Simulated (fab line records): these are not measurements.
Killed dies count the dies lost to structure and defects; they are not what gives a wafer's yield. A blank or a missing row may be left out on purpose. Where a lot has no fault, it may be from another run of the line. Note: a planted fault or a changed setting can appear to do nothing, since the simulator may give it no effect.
A single fault, viewed from 2 desks ; flow gf180mcu ; each desk has only its own numbers; what lay behind them comes last

## AT THE METROLOGY DESK
What the gauges read for every lot (on any tool): the sampled wafers with a number, averaged. If a lot's mean is further than 4 standard deviations from the usual mean, the lot is out of limits and carries the mark OUT (the distance appears in the brackets).
Columns: A = LVPWELL_RS at GF_VT_IMPLANT_RS_MEAS_48, usual 1196.7 ohm/sq; B = V1_W_RS at GF_V1_RS_MEAS_24, usual 0.326 ohm/sq
lot;first seen here;A;B
L589;day 8 03:22;1196.8;0.334
L592;day 8 22:35;1195.8;0.333
L594;day 9 10:34;1199.5;0.321
L595;day 9 15:11;1196.7;0.331
L596;day 9 23:10;1192.4;0.323
L597;day 10 06:19;1198.3;0.323
L600;day 11 06:44;1195.5;0.327
L601;day 11 13:08;1201.7;0.328
L602;day 11 18:15;1194.9;0.325
L603;day 11 22:02;1195.7;0.336
L604;day 12 08:37;1208.7 (+4.6) OUT;0.323
L605;day 12 13:31;1204.2;0.329
Per this desk, out of limits: L604; the first was L604, day 12 08:37 (LVPWELL_RS at GF_VT_IMPLANT_RS_MEAS_48). L589, L592, L594, L595, L596, L597, L600, L601, L602, L603, L605: within limits.

## THE TOOL OWNER'S DESK: implanter-01
The tool's own readings at GF_LVPWELL_IMPLANT_09, given as means over the sampled wafers that have a number, one for each lot that went through this tool. If a lot's mean is further than 4 standard deviations from the usual mean, the lot is out of limits and carries the mark OUT (the distance appears in the brackets).
Columns: A = beam_energy_keV at GF_LVPWELL_IMPLANT_09, usual 59.998
lot;first seen here;A
L595;day 5 16:31;60.004
L596;day 5 21:48;60.015
L597;day 6 04:47;59.985
L600;day 6 23:34;59.987
L603;day 7 12:20;60.003
L604;day 7 19:36;69.608 (+99 or more) OUT
L605;day 8 01:05;69.598 (+99 or more) OUT
This desk finds L604, L605 out of limits, L604 being first, at day 7 19:36 (beam_energy_keV at GF_LVPWELL_IMPLANT_09). L595, L596, L597, L600, L603: within limits.

## ALL TOGETHER
An alarm could have come from the tool owner's desk at day 7 19:36, on L604, L605.
An alarm was possible from the metrology desk at day 12 08:37, on L604.
The metrology desk has L605 on record, within its limits.
All the named lots went through GF_LVPWELL_IMPLANT_09 on implanter-01.

## WHAT WAS PUT IN BY THE SIMULATOR
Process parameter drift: implanter-01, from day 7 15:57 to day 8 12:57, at GF_LVPWELL_IMPLANT_09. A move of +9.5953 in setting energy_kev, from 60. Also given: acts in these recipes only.
Lots struck among those shown: L604, L605.
Time in hours from fault onset to the first out-of-limits reading at each desk: tool owner's desk 4, metrology desk 113.
